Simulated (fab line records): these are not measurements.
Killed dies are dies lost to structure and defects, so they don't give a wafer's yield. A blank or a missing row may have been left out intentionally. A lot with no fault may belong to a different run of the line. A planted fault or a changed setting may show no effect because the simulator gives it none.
Split-lot trial :: flow gf180mcu :: 23 wafers read from 5 lots, route of 602 steps

## ON THE SPLIT
At GF_V4_SPUTTER_21 (material Ti, target thk 15 nm, time 80.02 s), the setting chamber-pressure-pa was moved away from the recipe's 5 Pa on 5 of the 23 wafers read, by +13.1%. The other wafers ran this setting at the recipe's value.

The reading is taken at the split's own step.

## THE READING
Ti_of_V4_SPUTTER_21.thk-nm (the simulator's own value, which no gauge read), in nm, at GF_V4_SPUTTER_21 (material Ti, target thk 15 nm, time 80.02 s). No usual value for it is given in the file. The 18 wafers here that ran the recipe average 14.87 nm, standard deviation 0.13 nm.

wafer: L076.1
tool, chamber at the split: pvd-sputter-01, -
chamber-pressure-pa as run, Pa: 5
against the recipe: recipe
Ti_of_V4_SPUTTER_21.thk-nm, nm: 14.87
against lot-mates on the recipe: -

wafer: L076.4
tool, chamber at the split: pvd-sputter-01, -
chamber-pressure-pa as run, Pa: 5
against the recipe: recipe
Ti_of_V4_SPUTTER_21.thk-nm, nm: 14.9
against lot-mates on the recipe: -

wafer: L076.5
tool, chamber at the split: pvd-sputter-01, -
chamber-pressure-pa as run, Pa: 5
against the recipe: recipe
Ti_of_V4_SPUTTER_21.thk-nm, nm: 15.01
against lot-mates on the recipe: -

wafer: L077.1
tool, chamber at the split: pvd-sputter-01, -
chamber-pressure-pa as run, Pa: 5
against the recipe: recipe
Ti_of_V4_SPUTTER_21.thk-nm, nm: 14.79
against lot-mates on the recipe: -

wafer: L077.2
tool, chamber at the split: pvd-sputter-01, -
chamber-pressure-pa as run, Pa: 5
against the recipe: recipe
Ti_of_V4_SPUTTER_21.thk-nm, nm: 14.66
against lot-mates on the recipe: -

wafer: L077.3
tool, chamber at the split: pvd-sputter-01, -
chamber-pressure-pa as run, Pa: 5
against the recipe: recipe
Ti_of_V4_SPUTTER_21.thk-nm, nm: 14.83
against lot-mates on the recipe: -

wafer: L077.5
tool, chamber at the split: pvd-sputter-01, -
chamber-pressure-pa as run, Pa: 5
against the recipe: recipe
Ti_of_V4_SPUTTER_21.thk-nm, nm: 14.78
against lot-mates on the recipe: -

wafer: L077.6
tool, chamber at the split: pvd-sputter-01, -
chamber-pressure-pa as run, Pa: 5
against the recipe: recipe
Ti_of_V4_SPUTTER_21.thk-nm, nm: 14.73
against lot-mates on the recipe: -

wafer: L081.1
tool, chamber at the split: pvd-sputter-04, -
chamber-pressure-pa as run, Pa: 5
against the recipe: recipe
Ti_of_V4_SPUTTER_21.thk-nm, nm: 14.95
against lot-mates on the recipe: -

wafer: L081.2
tool, chamber at the split: pvd-sputter-04, -
chamber-pressure-pa as run, Pa: 5
against the recipe: recipe
Ti_of_V4_SPUTTER_21.thk-nm, nm: 15.01
against lot-mates on the recipe: -

wafer: L081.4
tool, chamber at the split: pvd-sputter-04, -
chamber-pressure-pa as run, Pa: 5
against the recipe: recipe
Ti_of_V4_SPUTTER_21.thk-nm, nm: 15.15
against lot-mates on the recipe: -

wafer: L081.5
tool, chamber at the split: pvd-sputter-04, -
chamber-pressure-pa as run, Pa: 5
against the recipe: recipe
Ti_of_V4_SPUTTER_21.thk-nm, nm: 14.87
against lot-mates on the recipe: -

wafer: L081.6
tool, chamber at the split: pvd-sputter-04, -
chamber-pressure-pa as run, Pa: 5
against the recipe: recipe
Ti_of_V4_SPUTTER_21.thk-nm, nm: 15.06
against lot-mates on the recipe: -

wafer: L082.1
tool, chamber at the split: pvd-sputter-03, -
chamber-pressure-pa as run, Pa: 5
against the recipe: recipe
Ti_of_V4_SPUTTER_21.thk-nm, nm: 14.73
against lot-mates on the recipe: -

wafer: L082.2
tool, chamber at the split: pvd-sputter-03, -
chamber-pressure-pa as run, Pa: 5
against the recipe: recipe
Ti_of_V4_SPUTTER_21.thk-nm, nm: 14.83
against lot-mates on the recipe: -

wafer: L082.4
tool, chamber at the split: pvd-sputter-03, -
chamber-pressure-pa as run, Pa: 5
against the recipe: recipe
Ti_of_V4_SPUTTER_21.thk-nm, nm: 14.83
against lot-mates on the recipe: -

wafer: L082.3
tool, chamber at the split: pvd-sputter-03, -
chamber-pressure-pa as run, Pa: 5
against the recipe: recipe
Ti_of_V4_SPUTTER_21.thk-nm, nm: 14.69
against lot-mates on the recipe: -

wafer: L082.5
tool, chamber at the split: pvd-sputter-03, -
chamber-pressure-pa as run, Pa: 5
against the recipe: recipe
Ti_of_V4_SPUTTER_21.thk-nm, nm: 14.88
against lot-mates on the recipe: -

wafer: L083.1
tool, chamber at the split: pvd-sputter-04, -
chamber-pressure-pa as run, Pa: 5.657
against the recipe: +13.1%
Ti_of_V4_SPUTTER_21.thk-nm, nm: 13.49
against lot-mates on the recipe: no lot-mate on the recipe

wafer: L083.6
tool, chamber at the split: pvd-sputter-04, -
chamber-pressure-pa as run, Pa: 5.657
against the recipe: +13.1%
Ti_of_V4_SPUTTER_21.thk-nm, nm: 13.49
against lot-mates on the recipe: no lot-mate on the recipe

wafer: L083.2
tool, chamber at the split: pvd-sputter-04, -
chamber-pressure-pa as run, Pa: 5.657
against the recipe: +13.1%
Ti_of_V4_SPUTTER_21.thk-nm, nm: 13.3
against lot-mates on the recipe: no lot-mate on the recipe

wafer: L083.3
tool, chamber at the split: pvd-sputter-04, -
chamber-pressure-pa as run, Pa: 5.657
against the recipe: +13.1%
Ti_of_V4_SPUTTER_21.thk-nm, nm: 13.42
against lot-mates on the recipe: no lot-mate on the recipe

wafer: L083.4
tool, chamber at the split: pvd-sputter-04, -
chamber-pressure-pa as run, Pa: 5.657
against the recipe: +13.1%
Ti_of_V4_SPUTTER_21.thk-nm, nm: 13.24
against lot-mates on the recipe: no lot-mate on the recipe

FIT RESULTS
A straight line over all 23 wafers: Ti_of_V4_SPUTTER_21.thk-nm changes by -0.112 nm for each +1% of chamber-pressure-pa; r = -0.98; the points scatter about the line by 0.13 nm.
Too few moved wafers with a lot-mate on the recipe to fit a line net of each lot's own level.

## FILE'S OWN FIT
Ti_of_V4_SPUTTER_21.thk-nm changes by -0.112 nm for each +1% of chamber-pressure-pa, r = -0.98.
